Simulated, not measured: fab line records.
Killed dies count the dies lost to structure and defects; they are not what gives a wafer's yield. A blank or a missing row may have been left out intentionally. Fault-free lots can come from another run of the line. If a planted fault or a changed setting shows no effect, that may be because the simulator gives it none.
One fault seen from 2 desks :: flow gf180mcu :: what lay behind the numbers comes last; until then each desk has only its own

DESK OF THE TOOL OWNER: furnace-01
The tool's own readings at GF_POLY_GATE_OXIDATION_16 (stabilise 600 s, purge 300 s, target thk 4 nm): means of the sampled wafers that have a number, for each lot that ran on this tool. The brackets show how far a lot's mean lies from the usual mean; more than 4 standard deviations puts the lot out of limits, marked OUT.
Columns: A = spike tc bottom C at GF_POLY_GATE_OXIDATION_16, usual 866 C; B = spike tc centre C at GF_POLY_GATE_OXIDATION_16, usual 851.0 C; C = zone power lower pct at GF_POLY_GATE_OXIDATION_16, usual 15.4 %
lot: L914
first seen here: day 9 12:36
A: 862
B: 851.3
C: 16.3

lot: L915
first seen here: day 9 16:45
A: 861
B: 851.3
C: 16.3

lot: L918
first seen here: day 10 17:46
A: 862
B: 849.7
C: 16.2

lot: L923
first seen here: day 12 05:04
A: 862
B: 851.3
C: 16.1

lot: L924
first seen here: day 12 13:00
A: 862
B: 850.3
C: 16.4

lot: L925
first seen here: day 12 20:08
A: 861
B: 850.9
C: 16.2

lot: L927
first seen here: day 13 07:57
A: 862
B: 849.6
C: 16.1
This desk found nothing out of limits on any of the 7 lots.

THE METROLOGY DESK
Lot by lot, what the gauges showed, no matter which tool ran the lot: averages of those sampled wafers that carry a number. The brackets show how far a lot's mean lies from the usual mean; more than 4 standard deviations puts the lot out of limits, marked OUT.
Columns: A = TOP_METAL_ALCU_RS at GF_TOP_METAL_RS_MEAS_05, usual 0.0327 ohm/sq
lot: L914
first seen here: day 27 12:20
A: 0.0325

lot: L915
first seen here: day 27 20:14
A: 0.0330

lot: L916
first seen here: day 28 05:01
A: 0.0324

lot: L917
first seen here: day 28 10:08
A: 0.0324

lot: L918
first seen here: day 28 21:56
A: 0.0325

lot: L920
first seen here: day 29 10:29
A: 0.0332

lot: L921
first seen here: day 29 19:47
A: 0.0330

lot: L922
first seen here: day 30 01:01
A: 0.0331

lot: L923
first seen here: day 30 08:29
A: 0.0332

lot: L924
first seen here: day 30 18:51
A: 0.0323

lot: L925
first seen here: day 30 23:17
A: 0.0328

lot: L927
first seen here: day 31 10:31
A: 0.0326

lot: L935
first seen here: day 33 09:34
A: 0.0328
This desk found nothing out of limits on any of the 13 lots.

ALL TOGETHER
Nothing out of limits was seen by the tool owner's desk.
Metrology desk: nothing out of limits seen.

WHAT WAS PUT IN BY THE SIMULATOR
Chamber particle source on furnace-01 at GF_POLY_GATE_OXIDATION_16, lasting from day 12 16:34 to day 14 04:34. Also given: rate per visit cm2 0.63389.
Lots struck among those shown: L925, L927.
